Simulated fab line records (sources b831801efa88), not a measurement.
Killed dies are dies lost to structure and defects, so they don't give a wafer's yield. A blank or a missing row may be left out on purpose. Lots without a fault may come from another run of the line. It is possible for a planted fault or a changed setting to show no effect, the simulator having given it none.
Commonality check across tools	flow sky130	30 wafers sampled across 10 lots

== WHY IT WAS OPENED ==
2 of 10 lots carry a flag on the reading SONOS_ONO_CVD_02_THK at SKY_SONOS_ONO_THK_MEAS_03. Fault-free wafers read 10.48 nm, with a standard deviation of 0.14.
Rule: a lot gets a flag if all its wafers with a number sit over 4 standard deviations from that mean, or if no wafer of it has a number. The other lots count as sound.

lot	measured	on	SONOS_ONO_CVD_02_THK (nm), wafer by wafer	flag
L644	day 11 13:28	filmMetro-04	10.56 10.75 10.54	
L645	day 11 17:40	filmMetro-04	10.42 10.50 10.54	
L646	day 12 01:37	filmMetro-04	10.45 10.56 10.40	
L653	day 14 23:36	filmMetro-01	9.67 9.73 9.68	FLAGGED
L655	day 15 11:10	filmMetro-01	9.80 9.83 9.75	FLAGGED
L663	day 18 19:16	filmMetro-01	10.43 10.48 10.46	
L664	day 19 03:36	filmMetro-01	10.54 10.55 10.48	
L665	day 19 07:58	filmMetro-04	10.68 10.60 10.53	
L666	day 19 09:00	filmMetro-01	10.44 10.56 10.31	
L667	day 19 13:46	filmMetro-04	10.29 10.32 10.23	
Average over the flagged lots: 9.74 nm; offset from the usual -0.74 nm, equal to -5 standard deviations.

== TOOL THAT RAN EACH LOT ==
The record holds 3 process steps before the reading, out of a route of 708 steps. In each cell: the tool, then ch and the chambers that the sampled wafers went through, then the start.
lot	flag	SKY_VT_ADJUST_HVTP_STRIP_10	SKY_VT_ADJUST_HVTR_STRIP_10	SKY_SONOS_ONO_CVD_02
L644		plasmaAsher-02 ch 0,1, day 6 03:02	plasmaAsher-02 ch 0,1, day 9 11:01	lpcvd-02 ch 1, day 11 12:24
L645		plasmaAsher-04 ch 0,1, day 6 06:45	plasmaAsher-02 ch 0,1, day 9 13:23	lpcvd-02 ch 0, day 11 16:35
L646		plasmaAsher-02 ch 0,1, day 6 13:28	plasmaAsher-02 ch 0,1, day 9 23:46	lpcvd-02 ch 0, day 12 00:34
L653	FLAGGED	plasmaAsher-01 ch 1, day 8 15:43	plasmaAsher-03 ch 0,1, day 12 12:58	lpcvd-02 ch 1, day 14 22:01
L655	FLAGGED	plasmaAsher-01 ch 0,1, day 9 03:43	plasmaAsher-02 ch 0,1, day 13 03:13	lpcvd-02 ch 1, day 15 10:05
L663		plasmaAsher-04 ch 0,1, day 11 17:26	plasmaAsher-03 ch 0,1, day 16 01:38	lpcvd-02 ch 0, day 18 18:13
L664		plasmaAsher-02 ch 0,1, day 12 00:22	plasmaAsher-01 ch 0, day 16 09:38	lpcvd-02 ch 1, day 19 02:33
L665		plasmaAsher-02 ch 0,1, day 12 03:17	plasmaAsher-01 ch 0,1, day 16 13:32	lpcvd-02 ch 1, day 19 06:54
L666		plasmaAsher-01 ch 1, day 12 03:58	plasmaAsher-01 ch 0,1, day 16 18:41	lpcvd-02 ch 1, day 19 07:57
L667		plasmaAsher-04 ch 0,1, day 12 08:01	plasmaAsher-01 ch 0,1, day 16 18:59	lpcvd-02 ch 1, day 19 12:43
What these steps do:
- SKY_VT_ADJUST_HVTP_STRIP_10: strips in O2/N2.
- SKY_VT_ADJUST_HVTR_STRIP_10: strips in O2/N2.
- SKY_SONOS_ONO_CVD_02: deposits Si3N4 from DCS/NH3, target thk 10.5 nm, time 180 s.
- SKY_SONOS_ONO_THK_MEAS_03

== FLAGGED AGAINST TOTAL, ONE TOOL AT A TIME (gauges that did the reading follow at the end) ==
step	tool	lots run	flagged	share of the flagged lots	sound lots run after its first flagged lot
SKY_VT_ADJUST_HVTP_STRIP_10	plasmaAsher-01	3	2	all	1 (L666)
SKY_VT_ADJUST_HVTP_STRIP_10	plasmaAsher-02	4	0	none	-
SKY_VT_ADJUST_HVTP_STRIP_10	plasmaAsher-04	3	0	none	-
SKY_VT_ADJUST_HVTR_STRIP_10	plasmaAsher-01	4	0	none	-
SKY_VT_ADJUST_HVTR_STRIP_10	plasmaAsher-02	4	1	some	0
SKY_VT_ADJUST_HVTR_STRIP_10	plasmaAsher-03	2	1	some	1 (L663)
SKY_SONOS_ONO_CVD_02	lpcvd-02	10	2	all	5 (L663,L664,L665,L666,L667)
SKY_SONOS_ONO_THK_MEAS_03	filmMetro-01	5	2	all	3 (L663,L664,L666)
SKY_SONOS_ONO_THK_MEAS_03	filmMetro-04	5	0	none	-

== THE TABLE: WHAT IT ALLOWS ==
Rows of the table that ran every flagged lot, 3 in all: plasmaAsher-01 at SKY_VT_ADJUST_HVTP_STRIP_10, lpcvd-02 at SKY_SONOS_ONO_CVD_02, filmMetro-01 at SKY_SONOS_ONO_THK_MEAS_03.
- plasmaAsher-01 at SKY_VT_ADJUST_HVTP_STRIP_10 ran 3 lots, 2 of them flagged. After the first flagged lot (L666), sound lots still ran on it; a lasting fault on the whole tool would not permit that.
- lpcvd-02 at SKY_SONOS_ONO_CVD_02 ran 10 lots, 2 of them flagged. After the first flagged lot (L663, L664, L665, L666, L667), sound lots still ran on it; a lasting fault on the whole tool would not permit that.
- filmMetro-01 at SKY_SONOS_ONO_THK_MEAS_03 ran 5 lots, 2 of them flagged. After the first flagged lot (L663, L664, L666), sound lots still ran on it; a lasting fault on the whole tool would not permit that.
Every row of the table either missed a flagged lot or ran a sound lot after the first.

== WHAT WAS PUT IN BY THE SIMULATOR ==
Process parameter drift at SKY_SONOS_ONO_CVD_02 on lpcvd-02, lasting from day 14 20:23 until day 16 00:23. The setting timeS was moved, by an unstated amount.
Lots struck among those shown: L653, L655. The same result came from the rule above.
